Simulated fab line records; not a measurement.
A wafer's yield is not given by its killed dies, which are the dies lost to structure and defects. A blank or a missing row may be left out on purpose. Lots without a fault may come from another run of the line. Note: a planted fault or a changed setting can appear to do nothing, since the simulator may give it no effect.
What tool caused it? | flow gf180mcu | Sampling: 12 lots, 36 wafers, 6 of 602 route steps

== WHAT EACH GAUGE READ, for each wafer ==
GF_HV_LDD_THK_MEAS_55. Usual: HV_LDD_CVD_54_THK typically reads 9.99 nm, with standard deviation 0.12.
lot  | measured     | on            | HV_LDD_CVD_54_THK (nm) | flag
L779 | day 12 20:22 | film-metro-02 | 9.93 9.93 9.89         |
L782 | day 13 16:35 | film-metro-02 | 10.24 10.09 10.09      |
L783 | day 14 04:33 | film-metro-02 | 10.02 9.90 9.92        |
L784 | day 14 08:46 | film-metro-02 | 9.99 9.95 9.92         |
L785 | day 14 20:47 | film-metro-03 | 9.86 9.91 9.91         |
L791 | day 16 20:36 | film-metro-03 | 9.94 9.93 9.83         |
L792 | day 17 00:36 | film-metro-02 | 10.09 10.09 10.01      |
L793 | day 17 14:13 | film-metro-03 | 10.06 10.08 10.01      |
L795 | day 18 04:13 | film-metro-01 | 10.07 9.95 9.90        |
L799 | day 19 15:13 | film-metro-01 | 10.03 9.95 10.09       |
L800 | day 19 23:13 | film-metro-03 | 10.11 10.11 10.10      |
L801 | day 20 09:49 | film-metro-01 | 10.07 10.14 10.08      |

GF_NSD_CD_MEAS_07 targets a cd of 400 nm. Usual: cd-nm at 399.7 nm, with a standard deviation of 2.3.
lot  | measured     | on        | cd-nm (nm)        | flag
L779 | day 13 16:47 | cd-sem-01 | 399.4 396.4 398.7 |
L782 | day 14 14:56 | cd-sem-02 | 400.5 400.9 399.5 |
L783 | day 15 04:07 | cd-sem-01 | 400.8 398.4 398.0 |
L784 | day 15 07:50 | cd-sem-02 | 399.9 399.0 398.7 |
L785 | day 15 20:02 | cd-sem-02 | 398.3 398.9 399.4 |
L791 | day 17 22:11 | cd-sem-02 | 400.2 397.0 399.6 |
L792 | day 18 01:27 | cd-sem-01 | 397.7 400.9 399.1 |
L793 | day 18 14:53 | cd-sem-02 | 399.7 401.2 398.2 |
L795 | day 19 05:14 | cd-sem-01 | 397.8 399.3 402.2 |
L799 | day 20 16:23 | cd-sem-02 | 397.4 396.3 396.3 |
L800 | day 21 00:44 | cd-sem-01 | 400.0 401.9 399.7 |
L801 | day 21 11:05 | cd-sem-02 | 399.0 400.4 401.7 |

GF_PSD_RS_MEAS_14: measures by four-point-probe. Usual: NSD_RS typically reads 46.09 ohm/sq, with standard deviation 0.077.
lot  | measured     | on            | NSD_RS (ohm/sq)   | flag
L779 | day 14 14:31 | film-metro-03 | 46.05 46.18 46.05 |
L782 | day 15 12:50 | film-metro-04 | 45.96 46.01 45.99 |
L783 | day 16 02:44 | film-metro-03 | 46.06 46.11 46.02 |
L784 | day 16 06:24 | film-metro-01 | 46.12 46.07 46.03 |
L785 | day 16 19:50 | film-metro-03 | 46.09 46.21 46.17 |
L791 | day 18 22:44 | film-metro-01 | 44.67 44.65 44.69 | OFF
L792 | day 19 02:19 | film-metro-04 | 44.69 44.61 44.53 | OFF
L793 | day 19 16:32 | film-metro-03 | 46.03 46.13 46.02 |
L795 | day 20 05:59 | film-metro-04 | 46.11 46.04 46.06 |
L799 | day 21 16:50 | film-metro-01 | 46.05 46.05 45.96 |
L800 | day 22 01:33 | film-metro-03 | 46.04 46.04 46.05 |
L801 | day 22 10:47 | film-metro-01 | 46.10 46.15 46.07 |

== WHICH TOOL RAN EACH LOT (tool, then ch and the chambers of the sampled wafers, then the start) ==
lot  | GF_HV_LDD_RTA_52                 | GF_NSD_IMPLANT_09               | GF_NSD_STRIP_11
L779 | rtp-anneal-02 ch 0, day 12 19:10 | implanter-01 ch 0, day 13 16:56 | plasma-asher-02 ch 0,1, day 13 17:14
L782 | rtp-anneal-02 ch 0, day 13 14:30 | implanter-01 ch 0, day 14 15:05 | plasma-asher-02 ch 0,1, day 14 15:23
L783 | rtp-anneal-01 ch 0, day 14 02:50 | implanter-03 ch 0, day 15 04:17 | plasma-asher-03 ch 0,1, day 15 04:34
L784 | rtp-anneal-01 ch 0, day 14 07:34 | implanter-03 ch 0, day 15 08:00 | plasma-asher-03 ch 0,1, day 15 08:18
L785 | rtp-anneal-01 ch 0, day 14 19:29 | implanter-02 ch 0, day 15 20:12 | plasma-asher-03 ch 0,1, day 15 20:29
L791 | rtp-anneal-01 ch 0, day 16 18:49 | implanter-03 ch 0, day 17 22:20 | plasma-asher-03 ch 0,1, day 17 22:38
L792 | rtp-anneal-02 ch 0, day 16 22:53 | implanter-03 ch 0, day 18 01:37 | plasma-asher-03 ch 0,1, day 18 01:53
L793 | rtp-anneal-02 ch 0, day 17 13:01 | implanter-01 ch 0, day 18 15:03 | plasma-asher-04 ch 0,1, day 18 15:21
L795 | rtp-anneal-01 ch 0, day 18 03:01 | implanter-01 ch 0, day 19 05:23 | plasma-asher-02 ch 0, day 19 05:41
L799 | rtp-anneal-01 ch 0, day 19 14:01 | implanter-03 ch 0, day 20 16:32 | plasma-asher-04 ch 0,1, day 20 16:50
L800 | rtp-anneal-01 ch 0, day 19 22:00 | implanter-03 ch 0, day 21 00:53 | plasma-asher-04 ch 0,1, day 21 01:11
L801 | rtp-anneal-01 ch 0, day 20 08:37 | implanter-01 ch 0, day 21 11:14 | plasma-asher-03 ch 0,1, day 21 11:32
- GF_HV_LDD_RTA_52: time 10 s.
- GF_NSD_IMPLANT_09
- GF_NSD_STRIP_11: strips in O2/N2.

== WHAT THE TOOLS THEMSELVES READ (means of the sampled wafers that have a number; where no wafer has one, the mark that the record gives instead) ==
GF_HV_LDD_RTA_52. Usual: anneal-temp-c-max 1007.0, standard deviation 2.3; lamp-power-pct 32.4 %, standard deviation 1.7; wafer_temp_C_max 1004.3, standard deviation 1.5.
lot  | tool          | anneal-temp-c-max | lamp-power-pct (%) | wafer_temp_C_max | flag
L779 | rtp-anneal-02 | 1004.5            | 30.1               | 1006.2           |
L782 | rtp-anneal-02 | 1004.1            | 30.1               | 1005.3           |
L783 | rtp-anneal-01 | 1007.3            | 33.7               | 1002.5           |
L784 | rtp-anneal-01 | 1008.3            | 33.7               | 1002.5           |
L785 | rtp-anneal-01 | 1008.3            | 33.8               | 1003.3           |
L791 | rtp-anneal-01 | 1008.7            | 33.7               | 1003.0           |
L792 | rtp-anneal-02 | 1004.3            | 30.1               | 1005.6           |
L793 | rtp-anneal-02 | 1003.5            | 30.1               | 1007.0           |
L795 | rtp-anneal-01 | 1009.1            | 33.7               | 1003.2           |
L799 | rtp-anneal-01 | 1008.7            | 33.7               | 1003.4           |
L800 | rtp-anneal-01 | 1010.1            | 33.7               | 1003.5           |
L801 | rtp-anneal-01 | 1008.9            | 33.7               | 1002.6           |

GF_NSD_IMPLANT_09. Usual: beam-energy-keV at 59.999, with a standard deviation of 0.021.
lot  | tool         | beam-energy-keV | flag
L779 | implanter-01 | 60.014          |
L782 | implanter-01 | 59.990          |
L783 | implanter-03 | 59.984          |
L784 | implanter-03 | 59.984          |
L785 | implanter-02 | 59.998          |
L791 | implanter-03 | 65.209          | OFF
L792 | implanter-03 | 65.244          | OFF
L793 | implanter-01 | 59.964          |
L795 | implanter-01 | 60.016          |
L799 | implanter-03 | 60.021          |
L800 | implanter-03 | 59.979          |
L801 | implanter-01 | 59.988          |

GF_NSD_STRIP_11. Usual: drypump-motor-current-A 5.9 A, standard deviation 0.47; heater-power-w 317 W, standard deviation 49; oes-product-au 0.488 a.u., standard deviation 0.0044; strip-time-to-endpoint-s 22.97 s, standard deviation 0.033.
lot  | tool            | drypump-motor-current-A (A) | heater-power-w (W) | oes-product-au (a.u.) | strip-time-to-endpoint-s (s) | flag
L779 | plasma-asher-02 | 5.5                         | 376                | 0.484                 | 23.02                        |
L782 | plasma-asher-02 | 5.6                         | 371                | 0.485                 | 22.93                        |
L783 | plasma-asher-03 | 6.3                         | 288                | 0.494                 | 22.94                        |
L784 | plasma-asher-03 | 6.4                         | 330                | 0.487                 | 22.96                        |
L785 | plasma-asher-03 | 6.4                         | 288                | 0.485                 | 22.97                        |
L791 | plasma-asher-03 | 6.4                         | 322                | 0.478                 | 23.59                        | OFF
L792 | plasma-asher-03 | 6.4                         | 322                | 0.482                 | 23.71                        | OFF
L793 | plasma-asher-04 | 5.7                         | 314                | 0.487                 | 22.98                        |
L795 | plasma-asher-02 | 5.4                         | 382                | 0.483                 | 22.98                        |
L799 | plasma-asher-04 | 5.6                         | 315                | 0.484                 | 23.01                        |
L800 | plasma-asher-04 | 5.6                         | 318                | 0.489                 | 22.97                        |
L801 | plasma-asher-03 | 6.3                         | 289                | 0.485                 | 22.99                        |

== THE ANSWER, worked out from the rows above alone ==
Rule: a lot counts as off when the mean over its wafers that have a number is more than 3 standard deviations away from the usual mean. A lot without any number at a reading at which 4 lots or more have one is off too. Any other lot the step has rows for is counted as sound. After the gauges, taken in route order, come the tools' own readings; for these a lot's mean is taken, as printed above. The first step at which some lot is off is used, and at that step the reading that is off furthest; a lot without a number counts as furthest.
Off: L791, L792, at GF_PSD_RS_MEAS_14 (NSD_RS).
If a tool, at a process step before that reading, ran all the lots that are off and no sound lot after the first of them, it fits. The gauges at GF_PSD_RS_MEAS_14 aren't tried: what is off there is off at GF_NSD_IMPLANT_09 too, on other tools, and a gauge's error can't cause that. No candidate that was tried fits.

== WHAT HAD BEEN PUT IN BY THE SIMULATOR ==
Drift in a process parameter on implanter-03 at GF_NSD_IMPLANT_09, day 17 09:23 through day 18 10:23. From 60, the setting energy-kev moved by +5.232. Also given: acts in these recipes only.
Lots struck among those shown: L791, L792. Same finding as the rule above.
